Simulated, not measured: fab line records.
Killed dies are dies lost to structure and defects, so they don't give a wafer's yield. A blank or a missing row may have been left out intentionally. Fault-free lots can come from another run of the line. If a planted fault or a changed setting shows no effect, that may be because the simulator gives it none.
Struck lot and sound lot, side by side -- flow sky130 -- 34 out of 708 route steps
Sound: the wafers L844.1, L844.3, L844.6. Struck: wafers L849.3, L849.4, L849.6. Last of all comes the cause.
Each step with rows lists, per side, the tool, then ch with its chambers, then its first start. Under that, the readings that differ: sound wafers -- struck wafers -- difference of the means -- sigmas: that difference in standard deviations of wafers without a fault.
alike: words and numbers the same on both sides, and readings whose means are apart by under 2 such deviations; not compared: readings that were withheld, readings missing a value for some wafer, numbers with overlapping values and no deviation given by the record, and bounds like >300 which may hide the same value.
Wherever a step has rows on one side only, a row that says differs or no value, or a row with sigmas, the two part there. Numbers that have no deviation but don't overlap get no sigmas and don't part them. A reading that every wafer of one side lacks parts them only if that side has two wafers or more.

first, 4 steps without rows for these wafers: SKY_METAL5_SOFTBAKE_10 (time 60 s); SKY_METAL5_EXPOSE_11 (exposes mask MM5, target cd 1600 nm); SKY_METAL5_PEB_12; SKY_METAL5_DEVELOP_13 (develop time 60 s).
SKY_METAL5_DESCUM_14: chemistry O2, time 11 s.
  sound on rie_metal-04 ch 0, day 45 22:01; struck on rie_metal-02 ch 0,1, day 47 00:25
reading,sound,struck,difference,sigmas
drypump_motor_current_A (A),5.47 5.47 5.47,6.10 6.16 6.09,+0.65,+3
  alike: oes_product_au, rf_fwd_power_W
  not compared: rf_hours_counter_h
SKY_METAL5_METAL_ETCH_15: etches the open film in Cl2/BCl3, stops on SiO2, target depth 1260 nm, time 252 s.
  sound on rie_metal-04 ch 0, day 45 22:05; struck on rie_metal-02 ch 0,1, day 47 00:31
reading,sound,struck,difference,sigmas
drypump_motor_current_A (A),5.46 5.46 5.47,6.09 6.18 6.08,+0.65,+3
  alike: oes_product_au, rf_fwd_power_W, throttle_valve_pct
  not compared: rf_hours_counter_h
SKY_METAL5_STRIP_16: strips in O2/N2.
  sound on plasma_asher-03 ch 0,1, day 45 22:34; struck on plasma_asher-03 ch 0,1, day 47 00:42
  alike: drypump_motor_current_A, oes_product_au, strip_time_to_endpoint_s
  not compared: rf_hours_counter_h
then, 3 steps without rows for these wafers: SKY_METAL5_STRIP_17 (strips in post etch residue remover, time 1200 s); SKY_METAL5_CLEAN_18 (cleans in IPA, time 180 s); SKY_METAL5_CLEAN_19 (cleans in O3/DIW).
SKY_PASSIVATION_CVD_00: deposits SiO2, target thk 90 nm.
  sound on pecvd-02 ch 0,1, day 45 23:09; struck on pecvd-01 ch 0,2, day 47 01:16
  alike: heater_power_w, rf_fwd_power_W
SKY_PASSIVATION_THK_MEAS_01:
  sound: film_metro-03 at day 45 23:10; struck: film_metro-04 at day 47 01:18
  alike: PASSIVATION_CVD_00_THK
SKY_PASSIVATION_CVD_02: deposits Si3N4, target thk 540 nm.
  sound on pecvd-04 ch 0,1, day 45 23:14; struck on pecvd-04 ch 0,2, day 47 01:20
reading,sound,struck,difference,sigmas
rf_fwd_power_W (W),450.3 448.6 449.5,627.9 629.5 627.3,+178.8,+99 or more
model.Si3N4_of_PASSIVATION_CVD_02.thk_nm (nm),541.3 547.4 536.4,589.6 605.1 597.7,+55.8,
  alike: heater_power_w
SKY_PASSIVATION_THK_MEAS_03:
  sound: film_metro-02 at day 45 23:34; struck: film_metro-04 at day 47 01:49
reading,sound,struck,difference,sigmas
PASSIVATION_CVD_02_THK (nm),541 547 536,590 605 598,+56,+8
  not compared: hold
then, 6 steps without rows for these wafers: SKY_PASSIVATION_HMDS_05 (prime time 60 s); SKY_PASSIVATION_COAT_06 (resist thk 3000 nm); SKY_PASSIVATION_SOFTBAKE_07; SKY_PASSIVATION_EXPOSE_08 (exposes mask NSM, target cd 3000 nm); SKY_PASSIVATION_PEB_09; SKY_PASSIVATION_DEVELOP_10 (develop time 60 s).
SKY_PASSIVATION_ETCH_11: etches the open film in CF4/O2, stops on AlCu, target depth 725 nm, time 161.1 s.
  sound on rie_diel-02 ch 0,1, day 46 19:54; struck on rie_diel-03 ch 0,2, day 47 21:41
  alike: drypump_motor_current_A, oes_product_au, rf_fwd_power_W, throttle_valve_pct
  not compared: rf_hours_counter_h, model.etch.depth_nm, model.PASSIVATION.feature_depth_nm
SKY_PASSIVATION_STRIP_12: strips in O2/N2.
  sound on plasma_asher-01 ch 0,1, day 46 20:00; struck on plasma_asher-04 ch 0,1, day 47 21:49
  alike: drypump_motor_current_A, oes_product_au, strip_time_to_endpoint_s
  not compared: rf_hours_counter_h
then, 7 steps without rows for these wafers: SKY_PAD_OPEN_DEHYDRATE_00 (time 60 s); SKY_PAD_OPEN_HMDS_01 (prime time 60 s); SKY_PAD_OPEN_COAT_02 (resist thk 3000 nm); SKY_PAD_OPEN_SOFTBAKE_03; SKY_PAD_OPEN_EXPOSE_04 (exposes mask PDM, target cd 60000 nm); SKY_PAD_OPEN_PEB_05; SKY_PAD_OPEN_DEVELOP_06 (develop time 60 s).
SKY_PAD_OPEN_ETCH_07: etches the open film in CF4/O2, stops on AlCu, target depth 725 nm, time 161.1 s.
  sound on rie_diel-03 ch 0,3, day 47 15:17; struck on rie_diel-01 ch 1,2,3, day 48 15:48
reading,sound,struck,difference,sigmas
oes_product_au (a.u.),0.978 0.975 0.971,0.993 0.981 1.001,+0.017,+2
  alike: drypump_motor_current_A, rf_fwd_power_W, throttle_valve_pct
  not compared: rf_hours_counter_h, model.etch.depth_nm, model.PAD_OPEN.feature_depth_nm
then, 1 step without rows for these wafers: SKY_PAD_OPEN_STRIP_08 (strips in O2/N2).
SKY_PAD_OPEN_STRIP_09: strips in post etch residue remover, time 1200 s.
  sound on wet_bench-01 ch 0, day 47 15:29; struck on wet_bench-01 ch 0, day 48 16:00
reading,sound,struck,difference,sigmas
model.Si3N4_of_PASSIVATION_CVD_02.thk_nm (nm),540.9 547.1 536,589.2 604.7 597.3,+55.7,
then, 1 step without rows for these wafers: SKY_PAD_OPEN_CLEAN_10 (cleans in IPA, time 180 s).
SKY_PAD_OPEN_PROBE_99:
  sound: prober-01 at day 47 17:38; struck: prober-02 at day 48 18:14
  alike: defect_limited_yield, killed_at_M0_to_M3, killed_at_M4_up, killed_at_contacts, killed_at_front_end, killed_at_other, killed_dies, killed_open, killed_short

WHERE THEY PART
Last at SKY_PAD_OPEN_ETCH_07 as far as this record goes, first at SKY_METAL5_DESCUM_14. Later steps at which nothing parts them and some readings are alike: SKY_PAD_OPEN_PROBE_99.

WHY: the cause the simulator had injected
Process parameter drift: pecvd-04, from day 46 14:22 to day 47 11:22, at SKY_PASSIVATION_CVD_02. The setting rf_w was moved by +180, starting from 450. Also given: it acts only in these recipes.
